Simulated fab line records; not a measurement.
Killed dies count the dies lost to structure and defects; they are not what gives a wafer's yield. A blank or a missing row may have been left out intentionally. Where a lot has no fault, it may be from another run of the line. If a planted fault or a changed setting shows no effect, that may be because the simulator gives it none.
Struck lot and sound lot, side by side | flow sky130 | 44 out of 708 route steps
Sound: the wafers L796.2, L796.4, L796.5. Struck: wafer L798.3; the same lot's L798.6 was not struck, so it is left out; see the end for the cause.
For every step that has rows: the tool of each side, followed by ch and its chambers, followed by its first start. Under that, the readings that differ: sound wafers | struck wafers | difference of the means | sigmas: that difference in standard deviations of wafers without a fault.
alike: readings with means less than 2 such deviations apart, plus words and numbers identical on both sides. not compared: withheld readings, readings lacking a value on some wafer, bounds such as >300 that could conceal the same value, and numbers that have no deviation in the record and whose values overlap.
The two part at a step that has a row with sigmas, a row that says differs or no value, or rows on one side only. Numbers that don't overlap but have no deviation are shown without sigmas and don't part them. A reading that every wafer of one side lacks parts them only if that side has two wafers or more.

first, 2 steps without rows for these wafers: SKY_DNWELL_DEVELOP_06 (develop time 60 s); SKY_DNWELL_IMPLANT_07.
SKY_DNWELL_STRIP_08: strips in O2/N2.
  sound on plasma asher-04 ch 0,1, day 4 15:37; struck on plasma asher-01 ch 0, day 5 00:13
  reading                     | sound       | struck | difference | sigmas
  drypump motor current A (A) | 6.1 5.7 5.7 | 5.1    | -0.7       | -2
  alike: oes product au, strip time to endpoint s
  not compared: rf hours counter h
SKY_DNWELL_TW_MEAS_09:
  struck on film metro-03, day 5 00:19; sound on film metro-04, day 4 15:44
  alike: DNWELL_TW
then, 7 steps without rows for these wafers: SKY_PWDE_DEHYDRATE_00 (time 60 s); SKY_PWDE_HMDS_01 (prime time 60 s); SKY_PWDE_COAT_02 (resist thk 3000 nm); SKY_PWDE_SOFTBAKE_03; SKY_PWDE_EXPOSE_04 (exposes mask PWDEM, target cd 840 nm); SKY_PWDE_PEB_05; SKY_PWDE_DEVELOP_06 (develop time 60 s).
SKY_PWDE_OVL_MEAS_07:
  struck on overlay-01, day 5 18:15; sound on overlay-02, day 5 08:38
  alike: PWDE_OVL
SKY_PWDE_IMPLANT_08:
  sound on implanter-01 ch 0, day 5 08:41; struck on implanter-02 ch 0, day 5 18:20
  reading            | sound           | struck | difference | sigmas
  beam on s (s)      | 10.42 9.84 9.99 | 12.45  | +2.37      | +10
  faraday current uA | 19.4 20.7 20.3  | 16.3   | -3.8       | -8
SKY_PWDE_STRIP_09: strips in O2/N2.
  sound on plasma asher-01 ch 0,1, day 5 08:49; struck on plasma asher-01 ch 0, day 5 18:28
  alike: drypump motor current A, oes product au, strip time to endpoint s
  not compared: rf hours counter h
SKY_PWDE_TW_MEAS_10:
  struck on film metro-03, day 5 18:33; sound on film metro-02, day 5 08:55
  reading | sound             | struck | difference | sigmas
  PWDE_TW | 368.3 371.1 370.6 | 398.0  | +28.0      | +11
then, 7 steps without rows for these wafers: SKY_NWELL_DEHYDRATE_03 (time 60 s); SKY_NWELL_HMDS_04 (prime time 60 s); SKY_NWELL_COAT_05 (resist thk 3000 nm); SKY_NWELL_SOFTBAKE_06; SKY_NWELL_EXPOSE_07 (exposes mask NWM, target cd 840 nm); SKY_NWELL_PEB_08; SKY_NWELL_DEVELOP_09 (develop time 60 s).
SKY_NWELL_OVL_MEAS_10:
  struck on overlay-02, day 6 13:43; sound on overlay-02, day 6 02:49
  alike: NWELL_00_OVL
then, 3 steps without rows for these wafers: SKY_NWELL_IMPLANT_11; SKY_NWELL_IMPLANT_12; SKY_NWELL_IMPLANT_13.
SKY_NWELL_STRIP_14: strips in O2/N2.
  sound on plasma asher-01 ch 0,1, day 6 03:17; struck on plasma asher-01 ch 0, day 6 14:13
  reading                      | sound             | struck | difference | sigmas
  strip time to endpoint s (s) | 37.00 36.79 36.91 | 36.72  | -0.18      | -2
  alike: drypump motor current A, oes product au
  not compared: rf hours counter h
SKY_NWELL_TW_MEAS_15:
  struck on film metro-02, day 6 14:19; sound on film metro-04, day 6 03:24
  reading  | sound          | struck | difference | sigmas
  NWELL_TW | 1833 1826 1818 | 1796   | -30        | -2
then, 7 steps without rows for these wafers: SKY_NWELL_DEHYDRATE_16 (time 60 s); SKY_NWELL_HMDS_17 (prime time 60 s); SKY_NWELL_COAT_18 (resist thk 3000 nm); SKY_NWELL_SOFTBAKE_19; SKY_NWELL_EXPOSE_20 (exposes mask NWM COMPLEMENT, target cd 840 nm); SKY_NWELL_PEB_21; SKY_NWELL_DEVELOP_22 (develop time 60 s).
SKY_NWELL_OVL_MEAS_23:
  struck on overlay-01, day 7 09:52; sound on overlay-02, day 6 22:07
  alike: NWELL_01_OVL
then, 1 step without rows for these wafers: SKY_NWELL_IMPLANT_24.
SKY_NWELL_STRIP_25: strips in O2/N2.
  sound on plasma asher-02 ch 1, day 6 22:17; struck on plasma asher-02 ch 0, day 7 10:04
  reading                     | sound          | struck | difference | sigmas
  drypump motor current A (A) | 5.13 5.14 5.14 | 5.64   | +0.50      | +2
  alike: oes product au, strip time to endpoint s
  not compared: rf hours counter h
SKY_NWELL_TW_MEAS_26:
  struck on film metro-04, day 7 10:10; sound on film metro-03, day 6 22:24
  alike: NWELL_2_TW
then, 1 step without rows for these wafers: SKY_NWELL_CLEAN_27 (cleans in SC1/SC2, time 150 s).
SKY_NWELL_RTA_28: time 30 s.
  sound on rtp anneal-01 ch 0, day 6 22:31; struck on rtp anneal-01 ch 0, day 7 10:17
  alike: lamp power pct, wafer_temp_C_max
SKY_NWELL_RS_MEAS_29: measurement is done with a four-point probe.
  struck on film metro-04, day 7 10:23; sound on film metro-04, day 6 22:37
  alike: NWELL_RS
SKY_NWELL_RS_MEAS_31: measurement is done with a four-point probe.
  struck on film metro-04, day 7 10:38; sound on film metro-04, day 6 22:52
  reading          | sound          | struck | difference | sigmas
  PWDE_RS (ohm/sq) | 5289 5281 5282 | 4433   | -851       | -47
-- the record jumps here: 40 days lie between the struck wafers' starts before and after (it left off in module NWELL and takes up again in module PAD_OPEN, whose first step shown is number 708 of the route) --
SKY_PAD_OPEN_PROBE_99:
  struck on prober-01, day 47 20:37; sound on prober-01, day 47 19:04
  reading                                   | sound                         | struck | difference | sigmas
  killed at front end                       | 17 28 22                      | 11     | -11        | -2
  killed at other                           | 0 0 1                         | 2      | +2         | +3
  model.etest.res_p_drift_20v.line ohm um   | 1.089e+04 1.072e+04 1.061e+04 | 9362   | -1378      |
  model.etest.res_p_drift_20v.rs ohm sq     | 9167 9076 8881                | 7710   | -1331      |
  model.etest.res pwde under gate.rs ohm sq | 6232 6196 6224                | 5061   | -1156      |
  alike: killed_at_M0_to_M3, killed_at_M4_up, killed at contacts, killed dies, killed open, killed short

## WHERE THEY PART
Earliest at SKY_DNWELL_STRIP_08; latest, in this record, at SKY_PAD_OPEN_PROBE_99.

WHY: whatever the simulator had introduced
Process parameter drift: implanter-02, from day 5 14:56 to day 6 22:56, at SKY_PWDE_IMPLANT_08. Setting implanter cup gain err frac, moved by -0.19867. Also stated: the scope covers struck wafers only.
